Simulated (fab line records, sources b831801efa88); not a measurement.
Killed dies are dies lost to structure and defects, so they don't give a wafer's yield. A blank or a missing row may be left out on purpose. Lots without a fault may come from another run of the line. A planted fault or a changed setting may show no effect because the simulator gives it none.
Which tool did it? | flow sky130 | 12 lots, 36 wafers sampled, at 2 steps of a route of 708

WHAT THE GAUGES READ, wafer by wafer
SKY_METAL5_THK_MEAS_06: measures by xrf.
lot  | measured     | on            | METAL5_ALCU_THK (nm)
L663 | day 43 05:50 | film_metro-03 | 1153 1132 1152
L664 | day 43 17:44 | film_metro-03 | 1150 1161 1152
L666 | day 44 02:55 | film_metro-01 | 1156 1155 1143
L670 | day 45 09:09 | film_metro-04 | 1163 1155 1189
L671 | day 45 13:52 | film_metro-04 | 1164 1171 1159
L672 | day 45 18:19 | film_metro-04 | 1143 1148 1140
L674 | day 46 07:12 | film_metro-04 | 1136 1153 1143
L675 | day 46 13:55 | film_metro-04 | 1159 1131 1162
L676 | day 46 17:10 | film_metro-01 | 1154 1156 1151
L683 | day 48 13:35 | film_metro-03 | 1135 1149 1155
L684 | day 48 23:08 | film_metro-01 | 1137 1130 1137
L685 | day 49 03:28 | film_metro-03 | 1127 1138 1139

WHICH TOOL RAN EACH LOT (tool, then ch and the chambers of the sampled wafers, then the start)
lot  | SKY_METAL5_SPUTTER_00
L663 | pvd_sputter-03, day 43 05:34
L664 | pvd_sputter-04, day 43 17:27
L666 | pvd_sputter-04, day 44 02:38
L670 | pvd_sputter-03, day 45 08:50
L671 | pvd_sputter-04, day 45 13:35
L672 | pvd_sputter-03, day 45 18:02
L674 | pvd_sputter-04, day 46 06:54
L675 | pvd_sputter-01, day 46 13:36
L676 | pvd_sputter-04, day 46 16:52
L683 | pvd_sputter-01, day 48 13:18
L684 | pvd_sputter-03, day 48 22:51
L685 | pvd_sputter-01, day 49 03:09
- SKY_METAL5_SPUTTER_00: material Ti, target thk 15 nm, time 10 s.

WHAT THE TOOLS THEMSELVES READ (means of the sampled wafers that have a number; where no wafer has one, the mark that the record gives instead)
SKY_METAL5_SPUTTER_00.
lot  | tool           | throttle_valve_pct (%)
L663 | pvd_sputter-03 | 30.3
L664 | pvd_sputter-04 | 29.8
L666 | pvd_sputter-04 | 29.8
L670 | pvd_sputter-03 | 30.4
L671 | pvd_sputter-04 | 30.6
L672 | pvd_sputter-03 | 31.5
L674 | pvd_sputter-04 | 30.0
L675 | pvd_sputter-01 | 29.8
L676 | pvd_sputter-04 | 29.9
L683 | pvd_sputter-01 | 29.3
L684 | pvd_sputter-03 | 30.3
L685 | pvd_sputter-01 | 28.6

THE ANSWER, worked out from the rows above alone
Rule: what is usual is taken from the lots themselves. Put in order of their means at a reading, lots are off if they are a third of the lots or fewer, leave a main group of 4 or more, and stand apart from it by a gap of 3 or more times the standard deviation of the main group's means; of several such gaps the widest counts. A main group whose means are all the same, to the digits that the tables above print for the reading, isn't used. A lot without any number at a reading at which 4 lots or more have one is off too. The other lots that the step has rows for count as sound. The gauges are gone through in route order, then the tools' own readings, and for those a lot's mean is taken as printed above. The first step at which some lot is off is used, and at that step the reading that is off furthest; a lot without a number counts as furthest.
No lot is off at any reading shown: from this, nothing can be told.

WHAT THE SIMULATOR HAD PUT IN
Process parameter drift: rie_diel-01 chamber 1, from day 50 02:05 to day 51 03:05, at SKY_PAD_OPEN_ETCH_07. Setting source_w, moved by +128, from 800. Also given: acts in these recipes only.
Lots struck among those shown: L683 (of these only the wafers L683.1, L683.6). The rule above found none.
